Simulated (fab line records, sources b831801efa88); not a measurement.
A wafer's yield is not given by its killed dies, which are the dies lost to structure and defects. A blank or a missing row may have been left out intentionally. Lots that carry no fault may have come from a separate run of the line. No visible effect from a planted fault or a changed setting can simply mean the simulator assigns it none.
A struck lot beside a sound one | flow sky130 | 17 steps out of a route of 708
Sound: the wafers L216.1, L216.2, L216.6. Wafers struck: L222.1, L222.2, L222.3. The cause is given at the end.
Order at every step that has rows: each side's tool, ch and its chambers, its first start. Under that, the readings that differ: sound wafers | struck wafers | difference of the means | sigmas: that difference in standard deviations of wafers without a fault.
alike: words and numbers the same on both sides, and readings whose means are apart by under 2 such deviations; not compared: readings that were withheld, readings missing a value for some wafer, numbers with overlapping values and no deviation given by the record, and bounds like >300 which may hide the same value.
Wherever a step has rows on one side only, a row that says differs or no value, or a row with sigmas, the two part there. When numbers do not overlap yet have no deviation, they are printed without sigmas and do not part them. Lack of a reading on every wafer of one side parts them only where that side has two or more wafers.

SKY_VT_ADJUST_HVTR_OVL_MEAS_08:
  sound on overlay-02, day 9 15:35; struck on overlay-02, day 11 20:50
reading                 | sound        | struck         | difference | sigmas
VT_ADJUST_HVTR_OVL (nm) | 1.1 1.2 -0.5 | -3.1 -1.5 -2.6 | -3.0       | -2
following that, these wafers have no rows for 1 step: SKY_VT_ADJUST_HVTR_IMPLANT_09.
SKY_VT_ADJUST_HVTR_STRIP_10: strips in O2/N2.
  sound on plasmaAsher-03 ch 0,1, day 9 15:46; struck on plasmaAsher-03 ch 0,1, day 11 21:01
  alike: drypumpMotorCurrentA, n2FlowSccm, oesProductAu, stripTimeToEndpointS
  not compared: rfHoursCounterH
SKY_VT_ADJUST_HVTR_TW_MEAS_11:
  sound on filmMetro-02, day 9 15:52; struck on filmMetro-01, day 11 21:07
  alike: VT_ADJUST_HVTR_TW
then, 7 steps without rows for these wafers: SKY_VT_ADJUST_PCH_DEHYDRATE_00 (time 60 s); SKY_VT_ADJUST_PCH_HMDS_01 (prime time 60 s); SKY_VT_ADJUST_PCH_COAT_02 (resist thk 3000 nm); SKY_VT_ADJUST_PCH_SOFTBAKE_03; SKY_VT_ADJUST_PCH_EXPOSE_04 (exposes mask NWM, target cd 840 nm); SKY_VT_ADJUST_PCH_PEB_05; SKY_VT_ADJUST_PCH_DEVELOP_06 (develop time 60 s).
SKY_VT_ADJUST_PCH_OVL_MEAS_07:
  sound on overlay-01, day 10 13:37; struck on overlay-02, day 12 21:28
  alike: VT_ADJUST_PCH_OVL
SKY_VT_ADJUST_PCH_IMPLANT_08:
  sound on implanter-01 ch 0, day 10 13:40; struck on implanter-02 ch 0, day 12 21:30
reading                       | sound                      | struck                         | difference  | sigmas
beamOnS (s)                   | 10.09 10.27 10.02          | 12.36 12.02 11.95              | +1.98       | +10
endStationPressureTorr (Torr) | 5.14e-06 4.94e-06 4.62e-06 | 0.00010238 8.763e-05 9.637e-05 | +0.00009056 | +99 or more
faradayCurrentUA              | 2.80 2.75 2.82             | 2.30 2.37 2.39                 | -0.44       | -8
SKY_VT_ADJUST_PCH_STRIP_09: strips in O2/N2.
  sound on plasmaAsher-01 ch 0,1, day 10 13:49; struck on plasmaAsher-04 ch 0,1, day 12 21:39
  alike: drypumpMotorCurrentA, n2FlowSccm, oesProductAu, stripTimeToEndpointS
  not compared: rfHoursCounterH
SKY_VT_ADJUST_PCH_TW_MEAS_10:
  sound on filmMetro-01, day 10 13:55; struck on filmMetro-01, day 12 21:45
reading          | sound             | struck            | difference | sigmas
VT_ADJUST_PCH_TW | 143.1 142.8 142.6 | 149.0 149.3 149.7 | +6.5       | +4
then, 1 step without rows for these wafers: SKY_SONOS_TUNNEL_DEHYDRATE_00 (time 60 s).
-- record jumps: 35 days separate the struck wafers' starts on either side; left off in module SONOS_TUNNEL, taken up again in module PAD_OPEN, whose first shown step is the route's number 708 --
SKY_PAD_OPEN_PROBE_99:
  rows exist in the record for the struck wafers here (prober-01, day 47 20:47), but not for the sound ones

WHERE THEY PART
At SKY_VT_ADJUST_HVTR_OVL_MEAS_08 first; at SKY_PAD_OPEN_PROBE_99 last (within this record only).

WHY: whatever the simulator had introduced
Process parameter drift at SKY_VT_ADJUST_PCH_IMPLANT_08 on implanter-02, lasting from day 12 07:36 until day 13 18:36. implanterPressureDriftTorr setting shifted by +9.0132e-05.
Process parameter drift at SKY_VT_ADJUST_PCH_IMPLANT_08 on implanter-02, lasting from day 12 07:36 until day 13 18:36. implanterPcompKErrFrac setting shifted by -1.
